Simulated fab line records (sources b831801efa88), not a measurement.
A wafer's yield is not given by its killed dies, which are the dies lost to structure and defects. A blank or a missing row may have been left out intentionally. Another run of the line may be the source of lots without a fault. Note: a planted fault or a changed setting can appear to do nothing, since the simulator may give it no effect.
Struck lot and sound lot, side by side / flow sky130 / 18 out of 708 route steps
Sound: these wafers, L940.1, L940.3, L940.5. Wafers struck: L935.1, L935.4, L935.6. The cause comes at the end.
At each step with rows: each side's tool, then ch and its chambers, then its first start. Under that, the readings that differ: sound wafers / struck wafers / difference of the means / sigmas: that difference in standard deviations of wafers without a fault.
alike: words and numbers the same on both sides, and readings whose means are apart by under 2 such deviations; not compared: readings that were withheld, readings missing a value for some wafer, numbers with overlapping values and no deviation given by the record, and bounds like >300 which may hide the same value.
Wherever a step has rows on one side only, a row that says differs or no value, or a row with sigmas, the two part there. When numbers do not overlap yet have no deviation, they are printed without sigmas and do not part them. Lack of a reading on every wafer of one side parts them only where that side has two or more wafers.

SKY_POLY_GATE_ETCH_15: etches BARC in N2/H2, stops on SiO2, time 118.5 s, target depth 110 nm.
  sound on rie-diel-04 ch 0,1, day 20 18:06; struck on rie-diel-01 ch 1,3, day 19 04:10
  alike: drypump-motor-current-A, oes-product-au, throttle-valve-pct
  not compared: rf-hours-counter-h
SKY_POLY_GATE_ETCH_16: etches Si3N4 in CH3F/O2, stops on poly-Si, time 147.5 s, target depth 75 nm.
  sound on rie-diel-04 ch 0,1, day 20 18:13; struck on rie-diel-01 ch 1,3, day 19 04:15
reading=oes-product-au (a.u.); sound=0.629 0.639 0.637; struck=0.642 0.651 0.642; difference=+0.010; sigmas=+2
  alike: drypump-motor-current-A, throttle-valve-pct
  not compared: rf-hours-counter-h
SKY_POLY_GATE_ETCH_17: etches poly-Si in HBr/Cl2, stops on SiO2, target depth 180 nm, time 70.5 s.
  sound on rie-si-01 ch 2,3, day 20 18:22; struck on rie-si-02 ch 0,1,2, day 19 04:21
  alike: drypump-motor-current-A, oes-product-au, throttle-valve-pct
  not compared: rf-hours-counter-h
SKY_POLY_GATE_STRIP_18: strips in O2/N2.
  sound on plasma-asher-04 ch 0,1, day 20 18:26; struck on plasma-asher-04 ch 0,1, day 19 04:24
reading=strip-time-to-endpoint-s (s); sound=3.20 3.20 3.22; struck=3.10 3.12 3.13; difference=-0.09; sigmas=-3
  alike: drypump-motor-current-A, oes-product-au
  not compared: rf-hours-counter-h
then, 2 steps without rows for these wafers: SKY_POLY_GATE_CLEAN_19 (cleans in SC1/SC2, time 150 s); SKY_POLY_GATE_OXIDATION_20 (stabilise 600 s, purge 300 s, target thk 4 nm).
SKY_POLY_GATE_THK_MEAS_21:
  struck on film-metro-02, day 19 06:53; sound on film-metro-03, day 20 19:50
  alike: POLY_GATE_OXIDATION_THK
SKY_POLY_GATE_CD_MEAS_22:
  struck on cd-sem-02, day 19 06:57; sound on cd-sem-02, day 20 19:53
reading=cd-nm (nm); sound=152.2 153.6 148.9; struck=144.8 144.1 145.4; difference=-6.8; sigmas=-3
then, 4 steps without rows for these wafers: SKY_LDD_N_DEHYDRATE_00 (time 60 s); SKY_LDD_N_HMDS_01 (prime time 60 s); SKY_LDD_N_COAT_02 (resist thk 300 nm); SKY_LDD_N_SOFTBAKE_03 (time 60 s).
SKY_LDD_N_EXPOSE_04: exposes mask NTM, target cd 840 nm.
  sound on iline-stepper-02 ch 0, day 21 11:43; struck on iline-stepper-01 ch 0, day 19 22:26
reading=model.LDD_N.overlay-x-nm (nm); sound=-0.9824 -0.9824 -0.9824; struck=-74.9 -74.9 -74.9; difference=-73.9; sigmas=
  alike: mask
then, 2 steps without rows for these wafers: SKY_LDD_N_PEB_05; SKY_LDD_N_DEVELOP_06 (develop time 60 s).
SKY_LDD_N_OVL_MEAS_07:
  struck on overlay-01, day 20 13:20; sound on overlay-01, day 22 02:23
reading=LDD_N_OVL (nm); sound=-1.9 -0.5 -1.3; struck=-76.1 -74.7 -75.3; difference=-74.1; sigmas=-53
after that, 1 step had no rows for these wafers: SKY_LDD_N_IMPLANT_08.
SKY_PAD_OPEN_PROBE_99:
  sound wafers here have rows in the record (prober-02, day 48 17:13); struck ones have none

WHERE THEY PART
Earliest at SKY_POLY_GATE_ETCH_16; latest, in this record, at SKY_PAD_OPEN_PROBE_99.

WHY: what had been put in by the simulator
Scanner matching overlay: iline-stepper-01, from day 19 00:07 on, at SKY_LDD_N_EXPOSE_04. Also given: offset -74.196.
